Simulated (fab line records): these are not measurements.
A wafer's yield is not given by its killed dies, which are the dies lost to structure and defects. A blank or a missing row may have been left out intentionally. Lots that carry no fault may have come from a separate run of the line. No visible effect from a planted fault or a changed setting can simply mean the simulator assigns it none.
Struck lot and sound lot, side by side ; flow sky130 ; 15 steps out of a route of 708
Sound: wafers L911.2, L911.3, L911.5. Struck: wafer L925.4 (left out: L925.2, L925.3 of the same lot, which were not struck); the cause appears at the end.
For every step that has rows: the tool of each side, followed by ch and its chambers, followed by its first start. Under that, the readings that differ: sound wafers ; struck wafers ; difference of the means ; sigmas: that difference in standard deviations of wafers without a fault.
alike: words and numbers the same on both sides, and readings whose means are apart by under 2 such deviations; not compared: readings that were withheld, readings missing a value for some wafer, numbers with overlapping values and no deviation given by the record, and bounds like >300 which may hide the same value.
The two part at a step that has a row with sigmas, a row that says differs or no value, or rows on one side only. When numbers do not overlap yet have no deviation, they are printed without sigmas and do not part them. A reading that every wafer of one side lacks parts them only if that side has two wafers or more.

SKY_CONTACT_OVL_MEAS_15:
  sound on overlay-02 at day 31 05:01; struck on overlay-01 at day 35 16:12
  alike: CONTACT_OVL
SKY_CONTACT_ETCH_16: etches BARC in N2/H2, stops on SiO2, time 45.9 s, target depth 60 nm.
  sound on rie-diel-01 ch 2,3, day 31 05:02; struck on rie-diel-01 ch 0, day 35 16:14
reading;sound;struck;difference;sigmas
throttle-valve-pct (%);13.229 13.224 13.235;13.212;-0.017;-2
  alike: drypump-motor-current-A, oes-product-au
  not compared: rf-hours-counter-h
SKY_CONTACT_ETCH_17: etches SiO2 in C4F8/O2/Ar, stops on Si3N4, target depth 340 nm.
  sound on rie-diel-01 ch 2,3, day 31 05:05; struck on rie-diel-01 ch 0, day 35 16:17
  alike: oes-product-au
SKY_CONTACT_ETCH_18: etches Si3N4 in CHF3/O2, stops on TiN, time 39 s, target depth 75 nm.
  sound: rie-diel-01 ch 2,3; struck: rie-diel-01 ch 0
  alike: drypump-motor-current-A, oes-product-au, throttle-valve-pct
  not compared: rf-hours-counter-h
SKY_CONTACT_STRIP_19: strips in O2/N2.
  sound on plasma-asher-02 ch 0, day 31 05:10; struck on plasma-asher-03 ch 1, day 35 16:25
reading;sound;struck;difference;sigmas
o2-flow-sccm (sccm);2984 2979 2991;3016;+31;+4
  alike: drypump-motor-current-A, oes-product-au, strip-time-to-endpoint-s
  not compared: rf-hours-counter-h
then, 5 steps without rows for these wafers: SKY_CONTACT_STRIP_20 (strips in post etch residue remover, time 1200 s); SKY_CONTACT_CLEAN_21 (cleans in IPA, time 180 s); SKY_CONTACT_CLEAN_22 (cleans in O3/DIW); SKY_CONTACT_SPUTTER_23 (material TiN, target thk 20 nm, time 80 s); SKY_CONTACT_CVD_24 (deposits W, target thk 340 nm, time 102.12 s).
SKY_CONTACT_RS_MEAS_25: uses a four-point probe to measure.
  sound on film-metro-03 at day 31 05:59; struck on film-metro-01 at day 35 17:32
  alike: CONTACT_W_RS
SKY_CONTACT_THK_MEAS_26: measures by xrf.
  sound on film-metro-03 at day 31 06:05; struck on film-metro-01 at day 35 17:38
  alike: CONTACT_W_THK
SKY_CONTACT_CMP_27: polishes, stops on SiO2, t overpolish 15 s, target thk 0 nm.
  sound on cmp-01 ch 0,1,3, day 31 06:11; struck on cmp-02 ch 1, day 35 17:41
reading;sound;struck;difference;sigmas
motor-current-A (A);9.2 10.0 10.7;12.0;+2.0;+2
overpolish-run-s (s);15.000 15.011 14.999;0.042;-14.961;-99 or more
time-to-endpoint-s (s);84 89 83;129;+44;+13
SKY_METAL1_SPUTTER_00: material Ti, target thk 15 nm, time 10 s.
  sound wafers here have rows in the record (pvd-sputter-01, day 31 06:26); struck ones have none
-- the record jumps here: 13 days lie between the struck wafers' starts before and after (it left off in module METAL1 and takes up again in module PAD_OPEN, whose first step shown is number 708 of the route) --
SKY_PAD_OPEN_PROBE_99:
  sound on prober-01 at day 45 17:02; struck on prober-02 at day 49 00:20
reading;sound;struck;difference;sigmas
killed_at_M0_to_M3;54 50 58;39;-15;-2
killed-at-contacts;28 23 21;424;+400;+74
killed-dies;102 90 109;492;+392;+42
killed-on-rim;22 24 25;96;+72;+19
  alike: killed_at_M4_up, killed-at-front-end, killed-at-other, killed-open, killed-short

WHERE THEY PART
First at SKY_CONTACT_ETCH_16; last, within this record, at SKY_PAD_OPEN_PROBE_99.

WHY: what had been put in by the simulator
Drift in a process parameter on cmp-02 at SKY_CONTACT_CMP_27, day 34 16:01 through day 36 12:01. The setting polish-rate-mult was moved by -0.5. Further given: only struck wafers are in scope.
